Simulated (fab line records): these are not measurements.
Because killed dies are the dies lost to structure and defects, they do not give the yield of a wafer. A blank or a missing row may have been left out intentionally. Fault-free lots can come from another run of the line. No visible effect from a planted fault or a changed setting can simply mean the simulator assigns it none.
One fault seen from 2 desks ; flow gf180mcu ; each desk has only its own numbers; what lay behind them comes last

THE METROLOGY DESK
What the gauges read, lot by lot, whatever tool the lot ran on: means of the sampled wafers that have a number. Marked OUT: a lot whose mean sits more than 4 standard deviations from the usual mean, which makes it out of limits; the brackets give that distance.
Columns: A = NSD_RS at GF_PSD_RS_MEAS_14, usual 46.10 ohm/sq; B = PSD_RS at GF_PSD_RS_MEAS_15, usual 108.50 ohm/sq; C = V1_W_THK at GF_V1_THK_MEAS_25, usual 356 nm
lot;first seen here;A;B;C
L715;day 13 17:29;46.16;108.40;352
L716;day 14 21:21;46.06;108.41;361
L717;day 15 13:02;46.08;108.49;364
L718;day 15 14:20;46.10;108.50;367
L720;day 16 15:50;46.13;108.54;355
L722;day 16 20:58;46.03;108.24;356
L721;day 16 21:56;46.20;108.91;353
L724;day 17 13:44;46.20;108.42;359
L726;day 18 15:49;46.06;108.54;348
L728;day 18 19:41;46.00;108.27;361
L727;day 18 22:07;46.17;108.46;348
L730;day 20 00:56;44.83 (-17) OUT;105.93 (-11) OUT;349
L733;day 20 22:58;44.83 (-17) OUT;106.10 (-10) OUT;362
L734;day 21 01:50;44.84 (-16) OUT;105.92 (-11) OUT;358
This desk's result: L730, L733, L734 out of limits, first on L730 (NSD_RS at GF_PSD_RS_MEAS_14), day 20 00:56. L715, L716, L717, L718, L720, L722, L721, L724, L726, L728, L727 stayed within limits.

DESK OF THE TOOL OWNER: rtp anneal-01
At GF_PSD_RTA_13 (time 20 s), the tool's own readings, given per lot that ran on this tool as the mean of the sampled wafers with a number. Marked OUT: a lot whose mean sits more than 4 standard deviations from the usual mean, which makes it out of limits; the brackets give that distance.
Columns: A = lamp power pct at GF_PSD_RTA_13, usual 32.8 %; B = run length s at GF_PSD_RTA_13, usual 48.7 s; C = wafer_temp_C_max at GF_PSD_RTA_13, usual 1028.7
lot;first seen here;A;B;C
L716;day 14 21:16;32.3;48.6;1028.8
L717;day 15 12:57;32.3;48.8;1027.9
L718;day 15 14:15;32.3;48.6;1028.6
L720;day 16 15:46;32.3;48.6;1028.0
L722;day 16 20:52;32.3;48.5;1028.3
L721;day 16 21:51;32.3;48.4;1028.3
L724;day 17 13:39;32.3;48.6;1028.7
L726;day 18 15:44;32.3;48.5;1028.2
L728;day 18 19:35;32.3;48.7;1029.0
L727;day 18 21:59;32.3;48.6;1028.7
L730;day 20 00:51;32.2;55.0 (+10) OUT;1027.8
L733;day 20 22:52;32.2;54.9 (+9.8) OUT;1029.2
L734;day 21 01:45;32.3;54.8 (+9.8) OUT;1027.8
This desk's finding: out of limits on L730, L733, L734; first on L730, day 20 00:51 (run length s at GF_PSD_RTA_13). L716, L717, L718, L720, L722, L721, L724, L726, L728, L727 stayed within limits.

ALL TOGETHER
An alarm could have come from the tool owner's desk at day 20 00:51, on L730, L733, L734.
Metrology desk: alarm possible at day 20 00:56 on L730, L733, L734.
All the named lots went through GF_PSD_RTA_13 on rtp anneal-01.

WHAT THE SIMULATOR PUT IN
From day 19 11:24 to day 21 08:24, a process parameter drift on rtp anneal-01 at GF_PSD_RTA_13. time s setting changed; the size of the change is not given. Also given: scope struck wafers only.
Shown lots that were struck: L730, L733, L734.
Hours from the fault's start to each desk's first reading out of limits: the tool owner's desk, 13; the metrology desk, 14.
